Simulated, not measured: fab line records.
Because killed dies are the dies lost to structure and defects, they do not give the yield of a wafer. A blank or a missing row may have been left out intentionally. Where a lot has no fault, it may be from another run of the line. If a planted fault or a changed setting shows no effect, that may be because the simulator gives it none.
Chamber matching / flow sky130 / rieDiel-04 running SKY_POLY_GATE_ETCH_16: 4 sister chambers
The step etches Si3N4 in CH3F/O2, stops on poly-Si, time 147.5 s, target depth 75 nm. 16 wafers are shown with their chamber, then 8 later ones without.

WAFERS, EACH WITH ITS CHAMBER
wafer=L156.2; chamber=0; ch3fFlowSccm (sccm)=40.06; oesProductAu (a.u.)=0.643; throttleValvePct (%)=10.527
wafer=L156.5; chamber=2; ch3fFlowSccm (sccm)=39.90; oesProductAu (a.u.)=0.640; throttleValvePct (%)=10.536
wafer=L156.6; chamber=1; ch3fFlowSccm (sccm)=39.96; oesProductAu (a.u.)=0.642; throttleValvePct (%)=10.523
wafer=L157.1; chamber=2; ch3fFlowSccm (sccm)=40.01; oesProductAu (a.u.)=0.647; throttleValvePct (%)=10.524
wafer=L157.3; chamber=0; ch3fFlowSccm (sccm)=40.13; oesProductAu (a.u.)=0.638; throttleValvePct (%)=10.551
wafer=L157.6; chamber=3; ch3fFlowSccm (sccm)=40.22; oesProductAu (a.u.)=0.638; throttleValvePct (%)=10.549
wafer=L160.1; chamber=3; ch3fFlowSccm (sccm)=40.00; oesProductAu (a.u.)=0.638; throttleValvePct (%)=10.523
wafer=L160.2; chamber=2; ch3fFlowSccm (sccm)=39.88; oesProductAu (a.u.)=0.640; throttleValvePct (%)=10.533
wafer=L160.5; chamber=0; ch3fFlowSccm (sccm)=40.11; oesProductAu (a.u.)=0.629; throttleValvePct (%)=10.530
wafer=L168.2; chamber=0; ch3fFlowSccm (sccm)=39.92; oesProductAu (a.u.)=0.634; throttleValvePct (%)=10.518
wafer=L168.3; chamber=1; ch3fFlowSccm (sccm)=40.01; oesProductAu (a.u.)=0.651; throttleValvePct (%)=10.535
wafer=L168.4; chamber=3; ch3fFlowSccm (sccm)=39.91; oesProductAu (a.u.)=0.641; throttleValvePct (%)=10.543
wafer=L172.1; chamber=3; ch3fFlowSccm (sccm)=40.00; oesProductAu (a.u.)=0.635; throttleValvePct (%)=10.540
wafer=L172.2; chamber=0; ch3fFlowSccm (sccm)=40.41; oesProductAu (a.u.)=0.651; throttleValvePct (%)=10.520
wafer=L172.4; chamber=2; ch3fFlowSccm (sccm)=39.98; oesProductAu (a.u.)=0.645; throttleValvePct (%)=10.539
wafer=L173.1; chamber=2; ch3fFlowSccm (sccm)=39.78; oesProductAu (a.u.)=0.645; throttleValvePct (%)=10.536

SIGNATURES (averages over the wafers above)
reading=ch3fFlowSccm; chamber 0=40.1260; chamber 1=39.9850; chamber 2=39.9100; chamber 3=40.0325; scatter within a chamber=0.134
reading=oesProductAu; chamber 0=0.63900; chamber 1=0.64650; chamber 2=0.64340; chamber 3=0.63800; scatter within a chamber=0.00567
reading=throttleValvePct; chamber 0=10.52920; chamber 1=10.52900; chamber 2=10.53360; chamber 3=10.53875; scatter within a chamber=0.0103
Rule: a wafer lies at a distance from a chamber equal to the root of the sum of squares, over the readings, of (its reading less the chamber's mean, divided by the reading's scatter). If the next closest chamber is less than 2 further off than the closest, the wafer can't be placed; otherwise it belongs to the closest. The scatter: take each reading less its chamber's mean, square it, sum over the shown wafers, divide by the number of wafers less the number of chambers, and take the root.

WAFERS WITHOUT THEIR CHAMBER
wafer=L173.2; ch3fFlowSccm (sccm)=39.97; oesProductAu (a.u.)=0.646; throttleValvePct (%)=10.543
wafer=L173.5; ch3fFlowSccm (sccm)=40.03; oesProductAu (a.u.)=0.637; throttleValvePct (%)=10.530
wafer=L175.1; ch3fFlowSccm (sccm)=39.88; oesProductAu (a.u.)=0.635; throttleValvePct (%)=10.533
wafer=L175.3; ch3fFlowSccm (sccm)=40.12; oesProductAu (a.u.)=0.625; throttleValvePct (%)=10.535
wafer=L175.6; ch3fFlowSccm (sccm)=40.08; oesProductAu (a.u.)=0.638; throttleValvePct (%)=10.520
wafer=L177.1; ch3fFlowSccm (sccm)=39.97; oesProductAu (a.u.)=0.643; throttleValvePct (%)=10.535
wafer=L177.2; ch3fFlowSccm (sccm)=40.20; oesProductAu (a.u.)=0.642; throttleValvePct (%)=10.527
wafer=L177.4; ch3fFlowSccm (sccm)=39.94; oesProductAu (a.u.)=0.638; throttleValvePct (%)=10.525

EACH ONE'S CHAMBER
wafer=L173.2; from the rows above=can't be placed: 2 or 1 or 3 or 0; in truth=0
wafer=L173.5; from the rows above=can't be placed: 0 or 3 or 2 or 1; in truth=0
wafer=L175.1; from the rows above=can't be placed: 3 or 2 or 0 or 1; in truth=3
wafer=L175.3; from the rows above=can't be placed: 3 or 0 or 2 or 1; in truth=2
wafer=L175.6; from the rows above=can't be placed: 0 or 3 or 1 or 2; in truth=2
wafer=L177.1; from the rows above=can't be placed: 2 or 1 or 3 or 0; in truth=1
wafer=L177.2; from the rows above=can't be placed: 0 or 1 or 3 or 2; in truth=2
wafer=L177.4; from the rows above=can't be placed: 2 or 0 or 3 or 1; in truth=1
Correct placement for 0 of the 8. These rows do not allow placing 8 (true chamber among the candidates in 8). Wrongly placed: 0.
